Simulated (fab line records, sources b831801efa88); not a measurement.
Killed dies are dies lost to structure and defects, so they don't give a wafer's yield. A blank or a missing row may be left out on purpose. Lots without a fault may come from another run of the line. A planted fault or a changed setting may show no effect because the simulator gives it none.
One fault seen from 2 desks | flow gf180mcu | each desk has only its own numbers; what lay behind them comes last

THE METROLOGY DESK
What the gauges read, lot by lot, whatever tool the lot ran on: means of the sampled wafers that have a number. A lot is out of limits, marked OUT, if its mean lies more than 4 standard deviations from the usual mean; the brackets give that distance.
Columns: A = cd_nm at GF_HV_LDD_CD_MEAS_19, usual 400.6 nm; B = HV_LDD_RS at GF_HV_LDD_RS_MEAS_53, usual 418.3 ohm/sq; C = M2_ALCU_THK at GF_M2_THK_MEAS_06, usual 455 nm
lot  | first seen here | A     | B                | C
L525 | day 10 20:12    | 401.9 | 418.8            | 448
L526 | day 11 05:51    | 399.7 | 419.8            | 458
L528 | day 11 16:58    | 400.5 | 416.8            | 451
L529 | day 12 02:08    | 398.8 | 418.0            | 460
L531 | day 12 09:35    | 400.1 | 418.6            | 458
L532 | day 12 18:29    | 401.2 | 419.1            | 465
L533 | day 13 06:23    | 398.6 | 420.1            | 461
L535 | day 13 21:44    | 397.9 | 417.8            | 455
L539 | day 15 02:47    | 400.0 | 414.2 (-4.2) OUT | 458
L541 | day 15 16:41    | 404.1 | 413.5 (-4.9) OUT | 455
L546 | day 17 14:00    | 402.2 | 419.4            | 457
L547 | day 18 00:44    | 402.4 | 419.1            | 450
L548 | day 18 08:53    | 395.9 | 417.1            | 456
This desk's finding: out of limits on L539, L541; first on L539, day 16 23:56 (HV_LDD_RS at GF_HV_LDD_RS_MEAS_53). In limits: L525, L526, L528, L529, L531, L532, L533, L535, L546, L547, L548.

THE TOOL OWNER'S DESK: rtp_anneal-02
The tool's own readings at GF_HV_LDD_RTA_52 (time 10 s): means of the sampled wafers that have a number, for each lot that ran on this tool. A lot is out of limits, marked OUT, if its mean lies more than 4 standard deviations from the usual mean; the brackets give that distance.
Columns: A = lamp_power_pct at GF_HV_LDD_RTA_52, usual 28.0 %; B = wafer_temp_C_max at GF_HV_LDD_RTA_52, usual 1005.6
lot  | first seen here | A               | B
L526 | day 12 21:16    | 26.5            | 1004.3
L532 | day 14 12:40    | 26.5            | 1004.6
L533 | day 15 00:54    | 26.5            | 1004.6
L535 | day 15 17:51    | 26.5            | 1005.2
L539 | day 16 23:52    | 19.6 (-5.6) OUT | 888.4 (-65) OUT
L541 | day 17 13:36    | 19.6 (-5.6) OUT | 888.1 (-65) OUT
L548 | day 20 10:23    | 26.5            | 1004.5
This desk's finding: out of limits on L539, L541; first on L539, day 16 23:52 (lamp_power_pct at GF_HV_LDD_RTA_52). In limits: L526, L532, L533, L535, L548.

PUT TOGETHER
The tool owner's desk could have raised an alarm at day 16 23:52, on L539, L541.
The metrology desk could have raised an alarm at day 16 23:56, on L539, L541.
Of the lots named, all ran GF_HV_LDD_RTA_52 on rtp_anneal-02.

WHAT THE SIMULATOR HAD PUT IN
Process parameter drift: rtp_anneal-02, from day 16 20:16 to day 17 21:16, at GF_HV_LDD_RTA_52. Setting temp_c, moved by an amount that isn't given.
Lots struck among those shown: L539, L541.
Hours from the fault's start to each desk's first reading out of limits: the tool owner's desk, 4; the metrology desk, 4.
